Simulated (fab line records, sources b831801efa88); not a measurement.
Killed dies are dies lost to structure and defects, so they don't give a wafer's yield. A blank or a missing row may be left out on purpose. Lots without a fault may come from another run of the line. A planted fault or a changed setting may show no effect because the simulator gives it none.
Which tool did it? | flow gf180mcu | 13 lots, 39 wafers sampled, at 4 steps of a route of 602

WHAT THE GAUGES READ, wafer by wafer
GF_TOP_METAL_OVL_MEAS_15. Usual: TOP_METAL_OVL -0.9 nm, standard deviation 1.4.
lot  | measured     | on         | TOP_METAL_OVL (nm) | flag
L462 | day 28 01:35 | overlay-01 | -1.5 -1.3 -1.3     |
L463 | day 28 15:21 | overlay-01 | -0.2 0.6 0.3       |
L464 | day 29 04:50 | overlay-01 | -1.4 -1.8 0.2      |
L465 | day 29 06:45 | overlay-02 | 1.0 -0.9 -1.6      |
L466 | day 29 21:53 | overlay-01 | 0.0 -1.2 0.2       |
L468 | day 30 04:47 | overlay-01 | 0.7 -1.2 0.1       |
L471 | day 30 20:48 | overlay-01 | -2.0 -2.2 -2.9     |
L479 | day 32 23:26 | overlay-01 | -2.3 -0.2 -1.3     |
L480 | day 33 00:42 | overlay-02 | 1.1 -1.3 1.1       |
L481 | day 33 09:35 | overlay-02 | -4.0 -3.6 -4.1     |
L483 | day 33 19:06 | overlay-01 | -0.5 -0.4 0.4      |
L484 | day 34 02:10 | overlay-02 | -1.2 -1.3 -1.3     |
L485 | day 34 07:28 | overlay-02 | -3.4 -3.5 -2.6     |

GF_PASSIVATION_BOW_MEAS_14. Usual: PASSIVATION_BOW 133 um, standard deviation 10.
lot  | measured     | on            | PASSIVATION_BOW (um) | flag
L462 | day 28 23:08 | film_metro-01 | 153 141 153          |
L463 | day 29 13:08 | film_metro-04 | 131 141 120          |
L464 | day 30 02:33 | film_metro-04 | 140 149 137          |
L465 | day 30 04:54 | film_metro-01 | 120 136 114          |
L466 | day 30 19:23 | film_metro-03 | 144 138 140          |
L468 | day 31 01:28 | film_metro-03 | 147 134 137          |
L471 | day 31 17:01 | film_metro-03 | 135 144 138          |
L479 | day 33 18:11 | film_metro-01 | 135 132 138          |
L480 | day 33 18:50 | film_metro-04 | 126 129 129          |
L481 | day 34 03:44 | film_metro-03 | 130 122 120          |
L483 | day 34 12:43 | film_metro-04 | 119 122 118          |
L484 | day 34 19:26 | film_metro-04 | 110 116 106          |
L485 | day 35 00:53 | film_metro-04 | 127 125 139          |

WHICH TOOL RAN EACH LOT (tool, then ch and the chambers of the sampled wafers, then the start)
lot  | GF_V5_CVD_00                     | GF_V5_CMP_26
L462 | hdpcvd-01 ch 1,2, day 26 07:14   | cmp-01 ch 0,2,3, day 27 05:22
L463 | hdpcvd-01 ch 1,2, day 26 21:16   | cmp-01 ch 1,2, day 27 19:24
L464 | hdpcvd-02 ch 0,2, day 27 11:16   | cmp-02 ch 0,1,2, day 28 08:40
L465 | hdpcvd-02 ch 0,1,2, day 27 13:00 | cmp-01 ch 1,2,3, day 28 10:32
L466 | hdpcvd-02 ch 0,1,2, day 28 03:53 | cmp-01 ch 1,2,3, day 29 02:03
L468 | hdpcvd-02 ch 1,2, day 28 11:35   | cmp-02 ch 0,2,3, day 29 09:02
L471 | hdpcvd-02 ch 0,1,2, day 29 05:15 | cmp-01 ch 1,2,3, day 30 01:47
L479 | hdpcvd-01 ch 0,1,2, day 31 12:33 | cmp-01 ch 0,1,2, day 32 07:44
L480 | hdpcvd-02 ch 0,1,2, day 31 13:45 | cmp-02 ch 0,1,2, day 32 09:03
L481 | hdpcvd-02 ch 0,1, day 31 20:42   | cmp-02 ch 0,2, day 32 17:19
L483 | hdpcvd-01 ch 0,2, day 32 09:32   | cmp-01 ch 0,2, day 33 03:00
L484 | hdpcvd-02 ch 0,1,2, day 32 14:54 | cmp-01 ch 0,1, day 33 10:10
L485 | hdpcvd-01 ch 0,1,2, day 32 22:25 | cmp-02 ch 0,1,3, day 33 15:22
- GF_V5_CVD_00: deposits SiO2, target thk 300 nm, time 50 s.
- GF_V5_CMP_26: polishes, stops on SiO2, t overpolish 15 s, target thk 0 nm.

WHAT THE TOOLS THEMSELVES READ (means of the sampled wafers that have a number; where no wafer has one, the mark that the record gives instead)
GF_V5_CVD_00. Usual: pressure_mtorr 6.002 mTorr, standard deviation 0.011.
lot  | tool      | pressure_mtorr (mTorr) | flag
L462 | hdpcvd-01 | 5.993                  |
L463 | hdpcvd-01 | 6.006                  |
L464 | hdpcvd-02 | 5.999                  |
L465 | hdpcvd-02 | 6.006                  |
L466 | hdpcvd-02 | 6.001                  |
L468 | hdpcvd-02 | 6.003                  |
L471 | hdpcvd-02 | 6.001                  |
L479 | hdpcvd-01 | 6.000                  |
L480 | hdpcvd-02 | 6.008                  |
L481 | hdpcvd-02 | 5.994                  |
L483 | hdpcvd-01 | 6.008                  |
L484 | hdpcvd-02 | 6.010                  |
L485 | hdpcvd-01 | 5.994                  |

GF_V5_CMP_26. Usual: head_pressure_psi 3.500 psi, standard deviation 0.007; motor_current_A 11.4 A, standard deviation 0.79; overpolish_run_s 15.000 s, standard deviation 0.0092; time_to_endpoint_s 85 s, standard deviation 3.4.
lot  | tool   | head_pressure_psi (psi) | motor_current_A (A) | overpolish_run_s (s) | time_to_endpoint_s (s) | flag
L462 | cmp-01 | 3.500                   | 10.6                | 14.984               | 85                     |
L463 | cmp-01 | 3.502                   | 10.8                | 14.999               | 85                     |
L464 | cmp-02 | 3.499                   | 11.9                | 14.996               | 86                     |
L465 | cmp-01 | 3.497                   | 11.2                | 14.999               | 88                     |
L466 | cmp-01 | 3.500                   | 11.1                | 14.999               | 87                     |
L468 | cmp-02 | 3.511                   | 12.0                | 14.996               | 84                     |
L471 | cmp-01 | 3.501                   | 10.8                | 14.994               | 83                     |
L479 | cmp-01 | 3.500                   | 10.8                | 15.001               | 87                     |
L480 | cmp-02 | 3.496                   | 11.4                | 15.001               | 83                     |
L481 | cmp-02 | 3.500                   | 12.5                | 15.007               | 79                     |
L483 | cmp-01 | 3.499                   | 10.3                | 14.994               | 86                     |
L484 | cmp-01 | 3.498                   | 11.5                | 15.003               | 89                     |
L485 | cmp-02 | 3.498                   | 11.5                | 15.005               | 82                     |

THE ANSWER, worked out from the rows above alone
Rule: a lot is off if the mean of its wafers that have a number lies more than 3 standard deviations from the usual mean. A lot without any number at a reading at which 4 lots or more have one is off too. The other lots that the step has rows for count as sound. The gauges are gone through in route order, then the tools' own readings, and for those a lot's mean is taken as printed above. The first step at which some lot is off is used, and at that step the reading that is off furthest; a lot without a number counts as furthest.
No lot is off at any reading shown: from this, nothing can be told.

WHAT THE SIMULATOR HAD PUT IN
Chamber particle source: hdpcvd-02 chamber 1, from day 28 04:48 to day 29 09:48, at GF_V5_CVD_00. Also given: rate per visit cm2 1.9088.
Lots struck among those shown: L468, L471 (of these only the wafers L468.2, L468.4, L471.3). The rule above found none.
